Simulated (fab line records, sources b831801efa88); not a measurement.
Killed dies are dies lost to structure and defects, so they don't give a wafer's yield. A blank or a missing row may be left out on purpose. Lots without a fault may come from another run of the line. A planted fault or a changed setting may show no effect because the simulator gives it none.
Which tool did it? | flow sky130 | 6 lots, 18 wafers sampled, at 2 steps of a route of 708

WHAT THE GAUGES READ, wafer by wafer
SKY_CONTACT_CD_MEAS_14: target cd 170 nm.
lot  | measured     | on        | cd_nm (nm)
L862 | day 33 10:08 | cd_sem-01 | 170.9 170.3 170.6
L861 | day 33 12:10 | cd_sem-01 | 170.2 170.4 170.0
L866 | day 34 13:07 | cd_sem-02 | 168.8 169.4 169.9
L867 | day 35 02:20 | cd_sem-02 | 167.6 168.9 169.5
L874 | day 37 04:24 | cd_sem-02 | 170.7 170.8 168.9
L880 | day 38 15:35 | cd_sem-02 | 155.4 157.3 156.8 155.3 157.4 156.8

WHICH TOOL RAN EACH LOT (tool, then ch and the chambers of the sampled wafers, then the start)
lot  | SKY_CONTACT_EXPOSE_11
L862 | krf_scanner-02 ch 0, day 32 20:41
L861 | krf_scanner-02 ch 0, day 32 22:38
L866 | krf_scanner-02 ch 0, day 33 23:05
L867 | krf_scanner-01 ch 0, day 34 12:46
L874 | krf_scanner-02 ch 0, day 36 15:18
L880 | krf_scanner-02 ch 0, day 38 03:15
- SKY_CONTACT_EXPOSE_11: exposes mask CTM1, target cd 170 nm.

THE ANSWER, worked out from the rows above alone
Rule: what is usual is taken from the lots themselves. Put in order of their means at a reading, lots are off if they are a third of the lots or fewer, leave a main group of 4 or more, and stand apart from it by a gap of 3 or more times the standard deviation of the main group's means; of several such gaps the widest counts. A main group whose means are all the same, to the digits that the tables above print for the reading, isn't used. A lot without any number at a reading at which 4 lots or more have one is off too. The other lots that the step has rows for count as sound.
Off: L880, at SKY_CONTACT_CD_MEAS_14 (cd_nm). The main group: mean 169.8 nm, standard deviation 0.69.
A tool fits if, at a process step before that reading, it ran every lot that is off, and no sound lot after the first of them. The gauges at SKY_CONTACT_CD_MEAS_14 are tried like those tools. Can't be told from this: 2 tools fit, krf_scanner-02 at SKY_CONTACT_EXPOSE_11, cd_sem-02 at SKY_CONTACT_CD_MEAS_14.

WHAT THE SIMULATOR HAD PUT IN
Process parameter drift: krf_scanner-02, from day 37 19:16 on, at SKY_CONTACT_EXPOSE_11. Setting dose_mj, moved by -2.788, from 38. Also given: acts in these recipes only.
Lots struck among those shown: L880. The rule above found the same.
